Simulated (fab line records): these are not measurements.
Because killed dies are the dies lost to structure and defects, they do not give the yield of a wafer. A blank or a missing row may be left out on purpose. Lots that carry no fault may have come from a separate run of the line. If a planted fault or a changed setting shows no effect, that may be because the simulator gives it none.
Which tool did it? + flow sky130 + 24 lots with 72 wafers sampled at 6 steps, on a route of 708 steps

## WHAT THE GAUGES SHOWED, per wafer
SKY_VT_ADJUST_LVTN_TW_MEAS_21.
| lot  | measured     | on           | VT_ADJUST_LVTN_2_TW |
|------|--------------|--------------|---------------------|
| L074 | day 7 21:15  | filmMetro-02 | 189.2 187.7 188.6   |
| L075 | day 8 02:22  | filmMetro-01 | 189.8 190.1 189.2   |
| L076 | day 8 09:56  | filmMetro-01 | 189.8 189.2 189.3   |
| L077 | day 8 17:04  | filmMetro-02 | 188.0 188.8 187.8   |
| L078 | day 9 00:05  | filmMetro-04 | 186.1 185.8 185.8   |
| L079 | day 9 06:38  | filmMetro-01 | 191.1 191.2 192.0   |
| L080 | day 9 11:04  | filmMetro-02 | 188.8 189.5 187.9   |
| L081 | day 9 19:34  | filmMetro-01 | 191.2 191.7 191.3   |
| L082 | day 10 03:41 | filmMetro-01 | 189.4 190.2 190.5   |
| L083 | day 10 07:32 | filmMetro-02 | 187.6 188.3 188.9   |
| L084 | day 10 16:01 | filmMetro-02 | 188.6 189.2 188.4   |
| L085 | day 10 21:24 | filmMetro-04 | 187.3 187.6 187.2   |
| L086 | day 11 04:23 | filmMetro-01 | 188.9 188.6 188.3   |
| L087 | day 11 09:10 | filmMetro-04 | 186.9 186.4 186.9   |
| L088 | day 11 17:23 | filmMetro-04 | 187.4 188.0 188.1   |
| L089 | day 12 01:39 | filmMetro-01 | 189.2 189.8 189.8   |
| L090 | day 12 15:23 | filmMetro-04 | 185.5 186.7 186.2   |
| L091 | day 12 21:17 | filmMetro-01 | 188.8 189.2 188.7   |
| L092 | day 12 23:58 | filmMetro-02 | 188.4 188.0 188.4   |
| L093 | day 13 12:32 | filmMetro-01 | 189.0 189.2 189.0   |
| L094 | day 13 12:39 | filmMetro-02 | 189.0 187.6 186.5   |
| L095 | day 13 22:02 | filmMetro-01 | 188.6 189.8 188.5   |
| L096 | day 14 04:06 | filmMetro-04 | 186.8 187.2 186.9   |
| L097 | day 14 08:52 | filmMetro-04 | 186.6 186.9 186.9   |

SKY_VIA1_RS_MEAS_22: the measuring method here is four-point-probe.
| lot  | measured     | on           | VIA1_W_RS (ohm/sq) |
|------|--------------|--------------|--------------------|
| L074 | day 34 08:53 | filmMetro-01 | 0.418 0.422 0.424  |
| L075 | day 34 15:29 | filmMetro-01 | 0.431 0.430 0.424  |
| L076 | day 34 19:37 | filmMetro-03 | 0.423 0.423 0.426  |
| L077 | day 35 06:16 | filmMetro-01 | 0.419 0.420 0.415  |
| L078 | day 36 05:31 | filmMetro-01 | 0.422 0.421 0.421  |
| L079 | day 36 03:12 | filmMetro-03 | 0.424 0.432 0.429  |
| L080 | day 36 04:02 | filmMetro-02 | 0.425 0.431 0.428  |
| L081 | day 36 22:26 | filmMetro-02 | 0.429 0.420 0.426  |
| L082 | day 37 09:49 | filmMetro-03 | 0.424 0.417 0.422  |
| L083 | day 37 11:01 | filmMetro-01 | 0.426 0.431 0.425  |
| L084 | day 37 14:28 | filmMetro-02 | 0.424 0.428 0.424  |
| L085 | day 37 19:32 | filmMetro-03 | 0.426 0.431 0.419  |
| L086 | day 38 03:47 | filmMetro-02 | 0.425 0.430 0.428  |
| L087 | day 38 10:14 | filmMetro-02 | 0.423 0.431 0.425  |
| L088 | day 38 21:14 | filmMetro-02 | 0.418 0.418 0.419  |
| L089 | day 39 01:07 | filmMetro-02 | 0.435 0.426 0.426  |
| L090 | day 39 17:58 | filmMetro-02 | 0.421 0.425 0.424  |
| L091 | day 39 23:41 | filmMetro-01 | 0.437 0.427 0.429  |
| L092 | day 39 22:04 | filmMetro-02 | 0.429 0.427 0.419  |
| L093 | day 40 06:46 | filmMetro-03 | 0.423 0.421 0.420  |
| L094 | day 40 10:05 | filmMetro-01 | 0.421 0.431 0.422  |
| L095 | day 40 15:54 | filmMetro-03 | 0.424 0.420 0.419  |
| L096 | day 41 01:13 | filmMetro-01 | 0.422 0.424 0.424  |
| L097 | day 41 07:09 | filmMetro-02 | 0.433 0.431 0.427  |

SKY_CAP2M_THK_MEAS_01.
| lot  | measured     | on           | CAP2M_CVD_00_THK (nm) |
|------|--------------|--------------|-----------------------|
| L074 | day 40 01:35 | filmMetro-04 | 15.56 15.86 15.47     |
| L075 | day 40 08:55 | filmMetro-04 | 15.92 15.58 15.49     |
| L076 | day 40 12:17 | filmMetro-04 | 15.44 15.59 15.58     |
| L077 | day 40 21:40 | filmMetro-02 | 15.33 15.16 15.36     |
| L078 | day 41 18:01 | filmMetro-01 | 15.15 15.30 15.31     |
| L079 | day 41 17:19 | filmMetro-04 | 15.35 15.31 15.36     |
| L080 | day 41 17:35 | filmMetro-04 | 15.76 15.85 15.51     |
| L081 | day 42 12:19 | filmMetro-02 | 15.22 15.12 15.42     |
| L082 | day 42 19:54 | filmMetro-01 | 15.23 15.45 15.89     |
| L083 | day 42 20:23 | filmMetro-04 | 14.90 15.27 15.11     |
| L084 | day 43 02:32 | filmMetro-04 | 15.45 15.59 15.92     |
| L085 | day 43 06:43 | filmMetro-04 | 15.25 16.01 15.62     |
| L086 | day 43 13:08 | filmMetro-02 | 15.51 15.71 15.89     |
| L087 | day 43 18:35 | filmMetro-01 | 15.50 15.15 15.72     |
| L088 | day 44 04:31 | filmMetro-04 | 15.24 15.34 15.79     |
| L089 | day 44 16:34 | filmMetro-04 | 15.05 14.99 15.50     |
| L090 | day 44 22:55 | filmMetro-01 | 15.04 15.46 15.32     |
| L091 | day 45 06:19 | filmMetro-01 | 15.01 15.38 15.57     |
| L092 | day 45 04:11 | filmMetro-04 | 15.61 15.92 15.76     |
| L093 | day 45 11:47 | filmMetro-02 | 15.57 15.38 15.96     |
| L094 | day 45 14:32 | filmMetro-04 | 15.54 15.70 15.63     |
| L095 | day 45 20:09 | filmMetro-01 | 15.22 15.16 15.20     |
| L096 | day 46 04:44 | filmMetro-04 | 15.55 15.35 15.86     |
| L097 | day 46 09:28 | filmMetro-02 | 15.14 15.45 15.48     |

## EACH LOT AND THE TOOL THAT RAN IT (in order: tool; ch and the chambers of the sampled wafers; start)
| lot  | SKY_VIA2_ETCH_14                  | SKY_METAL3_ETCH_16               | SKY_METAL4_SPUTTER_04       |
|------|-----------------------------------|----------------------------------|-----------------------------|
| L074 | rieDiel-04 ch 0,2,3, day 36 15:25 | rieMetal-04 ch 0,1, day 38 22:17 | pvdSputter-02, day 40 01:31 |
| L075 | rieDiel-03 ch 0,1,3, day 36 23:14 | rieMetal-04 ch 0,1, day 39 04:55 | pvdSputter-04, day 40 08:49 |
| L076 | rieDiel-04 ch 1,2,3, day 37 02:46 | rieMetal-03 ch 1, day 39 08:50   | pvdSputter-01, day 40 12:13 |
| L077 | rieDiel-04 ch 1,2,3, day 37 12:39 | rieMetal-04 ch 1, day 39 17:38   | pvdSputter-04, day 40 21:35 |
| L078 | rieDiel-01 ch 0,1,2, day 38 11:50 | rieMetal-04 ch 0,1, day 40 14:46 | pvdSputter-04, day 41 17:56 |
| L079 | rieDiel-04 ch 0,1,2, day 38 09:41 | rieMetal-02 ch 0,1, day 40 12:47 | pvdSputter-02, day 41 17:13 |
| L080 | rieDiel-04 ch 0,2, day 38 11:11   | rieMetal-02 ch 0,1, day 40 14:03 | pvdSputter-02, day 41 17:31 |
| L081 | rieDiel-01 ch 0,3, day 39 05:11   | rieMetal-02 ch 0,1, day 41 08:26 | pvdSputter-04, day 42 12:14 |
| L082 | rieDiel-03 ch 0,2,3, day 39 14:02 | rieMetal-04 ch 0,1, day 41 16:53 | pvdSputter-01, day 42 19:50 |
| L083 | rieDiel-03 ch 0,3, day 39 15:49   | rieMetal-03 ch 0, day 41 17:48   | pvdSputter-01, day 42 20:18 |
| L084 | rieDiel-04 ch 1,2,3, day 39 20:08 | rieMetal-02 ch 0, day 41 23:39   | pvdSputter-04, day 43 02:28 |
| L085 | rieDiel-03 ch 0,1, day 40 00:11   | rieMetal-04 ch 0, day 42 03:46   | pvdSputter-01, day 43 06:38 |
| L086 | rieDiel-04 ch 0,2, day 40 08:10   | rieMetal-04 ch 0, day 42 10:34   | pvdSputter-01, day 43 13:04 |
| L087 | rieDiel-04 ch 0,1,3, day 40 13:36 | rieMetal-02 ch 0, day 42 15:04   | pvdSputter-02, day 43 18:30 |
| L088 | rieDiel-04 ch 0,2, day 41 00:14   | rieMetal-02 ch 0,1, day 43 02:08 | pvdSputter-02, day 44 04:26 |
| L089 | rieDiel-03 ch 1,2, day 41 07:19   | rieMetal-02 ch 0,1, day 43 13:38 | pvdSputter-04, day 44 16:29 |
| L090 | rieDiel-03 ch 0,1, day 41 20:36   | rieMetal-03 ch 0, day 43 20:48   | pvdSputter-02, day 44 22:50 |
| L091 | rieDiel-01 ch 0,1, day 42 02:36   | rieMetal-02 ch 0,1, day 44 03:32 | pvdSputter-04, day 45 06:15 |
| L092 | rieDiel-04 ch 1,2, day 42 00:37   | rieMetal-04 ch 1, day 44 01:47   | pvdSputter-01, day 45 04:06 |
| L093 | rieDiel-04 ch 1,2, day 42 09:22   | rieMetal-03 ch 0,1, day 44 10:14 | pvdSputter-01, day 45 11:43 |
| L094 | rieDiel-04 ch 0,2, day 42 11:57   | rieMetal-04 ch 0,1, day 44 12:14 | pvdSputter-04, day 45 14:28 |
| L095 | rieDiel-04 ch 0,2,3, day 42 18:25 | rieMetal-03 ch 0,1, day 44 18:47 | pvdSputter-04, day 45 20:05 |
| L096 | rieDiel-03 ch 2,3, day 43 03:07   | rieMetal-02 ch 0,1, day 45 03:11 | pvdSputter-04, day 46 04:40 |
| L097 | rieDiel-03 ch 2, day 43 08:44     | rieMetal-04 ch 1, day 45 08:50   | pvdSputter-04, day 46 09:23 |
- SKY_VIA2_ETCH_14: etches BARC in N2/H2, stops on SiO2, time 45.9 s, target depth 60 nm.
- SKY_METAL3_ETCH_16: etches BARC in N2/H2, stops on SiO2, time 88.2 s, target depth 60 nm.
- SKY_METAL4_SPUTTER_04: material TiN, target thk 70 nm, time 58.3 s.

## WHAT THE TOOLS THEMSELVES READ (means of the sampled wafers that have a number; where no wafer has one, the mark that the record gives instead)
SKY_VIA2_ETCH_14.
| lot  | tool       | drypumpMotorCurrentA (A) | h2FlowSccm (sccm) | oesProductAu (a.u.) | throttleValvePct (%) |
|------|------------|--------------------------|-------------------|---------------------|----------------------|
| L074 | rieDiel-04 | 5.3                      | 199.9             | 0.845               | 13.220               |
| L075 | rieDiel-03 | 5.4                      | 199.7             | 0.848               | 13.226               |
| L076 | rieDiel-04 | 5.7                      | 200.3             | 0.843               | 13.226               |
| L077 | rieDiel-04 | 5.7                      | 200.8             | 0.848               | 13.222               |
| L078 | rieDiel-01 | 5.4                      | 199.9             | 0.849               | 13.214               |
| L079 | rieDiel-04 | 5.5                      | 200.8             | 0.848               | 13.223               |
| L080 | rieDiel-04 | 5.3                      | 200.2             | 0.845               | 13.215               |
| L081 | rieDiel-01 | 5.1                      | 200.5             | 0.841               | 13.225               |
| L082 | rieDiel-03 | 5.7                      | 199.7             | 0.844               | 13.213               |
| L083 | rieDiel-03 | 5.6                      | 199.7             | 0.850               | 13.225               |
| L084 | rieDiel-04 | 5.7                      | 200.3             | 0.848               | 13.217               |
| L085 | rieDiel-03 | 5.5                      | 200.4             | 0.842               | 13.226               |
| L086 | rieDiel-04 | 5.1                      | 200.3             | 0.843               | 13.221               |
| L087 | rieDiel-04 | 5.5                      | 200.4             | 0.849               | 13.229               |
| L088 | rieDiel-04 | 5.3                      | 200.0             | 0.845               | 13.219               |
| L089 | rieDiel-03 | 5.6                      | 200.4             | 0.845               | 13.229               |
| L090 | rieDiel-03 | 5.5                      | 199.7             | 0.854               | 13.230               |
| L091 | rieDiel-01 | 5.4                      | 200.0             | 0.843               | 13.226               |
| L092 | rieDiel-04 | 6.0                      | 200.1             | 0.847               | 13.225               |
| L093 | rieDiel-04 | 6.0                      | 199.6             | 0.846               | 13.228               |
| L094 | rieDiel-04 | 5.3                      | 200.2             | 0.850               | 13.222               |
| L095 | rieDiel-04 | 5.3                      | 200.4             | 0.852               | 13.237               |
| L096 | rieDiel-03 | 5.7                      | 199.6             | 0.852               | 13.229               |
| L097 | rieDiel-03 | 5.8                      | 200.1             | 0.850               | 13.221               |

SKY_METAL3_ETCH_16.
| lot  | tool        | drypumpMotorCurrentA (A) | h2FlowSccm (sccm) | oesProductAu (a.u.) | throttleValvePct (%) |
|------|-------------|--------------------------|-------------------|---------------------|----------------------|
| L074 | rieMetal-04 | 6.18                     | 200.1             | 0.628               | 13.205               |
| L075 | rieMetal-04 | 6.02                     | 200.0             | 0.629               | 13.216               |
| L076 | rieMetal-03 | 6.11                     | 200.6             | 0.629               | 13.200               |
| L077 | rieMetal-04 | 6.31                     | 200.1             | 0.625               | 13.200               |
| L078 | rieMetal-04 | 6.02                     | 200.1             | 0.619               | 13.209               |
| L079 | rieMetal-02 | 5.88                     | 200.1             | 0.625               | 13.203               |
| L080 | rieMetal-02 | 5.90                     | 200.0             | 0.626               | 13.208               |
| L081 | rieMetal-02 | 5.89                     | 200.4             | 0.625               | 13.208               |
| L082 | rieMetal-04 | 6.02                     | 199.4             | 0.624               | 13.206               |
| L083 | rieMetal-03 | 6.21                     | 200.6             | 0.623               | 13.194               |
| L084 | rieMetal-02 | 5.64                     | 200.4             | 0.627               | 13.206               |
| L085 | rieMetal-04 | 5.85                     | 199.1             | 0.629               | 13.205               |
| L086 | rieMetal-04 | 5.83                     | 199.6             | 0.625               | 13.206               |
| L087 | rieMetal-02 | 5.67                     | 201.5             | 0.626               | 13.205               |
| L088 | rieMetal-02 | 5.88                     | 199.7             | 0.624               | 13.207               |
| L089 | rieMetal-02 | 5.90                     | 199.8             | 0.631               | 13.194               |
| L090 | rieMetal-03 | 6.22                     | 199.8             | 0.624               | 13.210               |
| L091 | rieMetal-02 | 5.93                     | 200.4             | 0.623               | 13.205               |
| L092 | rieMetal-04 | 6.33                     | 200.0             | 0.627               | 13.205               |
| L093 | rieMetal-03 | 6.17                     | 200.6             | 0.624               | 13.211               |
| L094 | rieMetal-04 | 6.01                     | 199.8             | 0.626               | 13.205               |
| L095 | rieMetal-03 | 6.15                     | 200.0             | 0.627               | 13.206               |
| L096 | rieMetal-02 | 5.86                     | 200.4             | 0.625               | 13.214               |
| L097 | rieMetal-04 | 6.30                     | 200.0             | 0.625               | 13.197               |

SKY_METAL4_SPUTTER_04.
| lot  | tool          | cathodeDcPowerW (W) | throttleValvePct (%) |
|------|---------------|---------------------|----------------------|
| L074 | pvdSputter-02 | 6499.3              | 30.7                 |
| L075 | pvdSputter-04 | 6499.8              | 29.3                 |
| L076 | pvdSputter-01 | 6500.1              | 28.9                 |
| L077 | pvdSputter-04 | 6500.2              | 29.8                 |
| L078 | pvdSputter-04 | 6500.8              | 29.2                 |
| L079 | pvdSputter-02 | 6499.6              | 29.9                 |
| L080 | pvdSputter-02 | 6500.0              | 30.8                 |
| L081 | pvdSputter-04 | 6499.3              | 29.3                 |
| L082 | pvdSputter-01 | 6500.5              | 29.2                 |
| L083 | pvdSputter-01 | 6499.8              | 29.4                 |
| L084 | pvdSputter-04 | 6500.1              | 29.3                 |
| L085 | pvdSputter-01 | 6500.2              | 28.8                 |
| L086 | pvdSputter-01 | 6499.3              | 29.3                 |
| L087 | pvdSputter-02 | 6499.6              | 31.5                 |
| L088 | pvdSputter-02 | 6499.5              | 30.8                 |
| L089 | pvdSputter-04 | 6498.4              | 29.9                 |
| L090 | pvdSputter-02 | 6499.4              | 29.4                 |
| L091 | pvdSputter-04 | 6500.0              | 29.3                 |
| L092 | pvdSputter-01 | 6499.0              | 28.8                 |
| L093 | pvdSputter-01 | 6500.9              | 29.6                 |
| L094 | pvdSputter-04 | 6500.0              | 29.8                 |
| L095 | pvdSputter-04 | 6500.5              | 29.2                 |
| L096 | pvdSputter-04 | 6498.9              | 29.3                 |
| L097 | pvdSputter-04 | 6501.2              | 28.8                 |

## THE ANSWER, worked out from the rows above alone
Rule: what is usual is taken from the lots themselves. The widest of any qualifying gaps counts: lots, ordered by their means at a reading, are off when they make up no more than a third of the lots, leave a main group of 4 or more, and stand apart from it by 3 or more times the standard deviation of that group's means. If all means in a main group match to the digits the tables above print for the reading, that group is not used. A lot without any number at a reading at which 4 lots or more have one is off too. Where the step has rows for the other lots, those lots are counted as sound. Order of review: gauges by route order, followed by the tools' own readings, for which a lot's mean as printed above is used. At the first step where some lot is off, the reading lying furthest off is the one used; lots without a number count as furthest.
Nothing can be told from this: no lot is off at any reading shown.

## WHAT THE SIMULATOR HAD PUT IN
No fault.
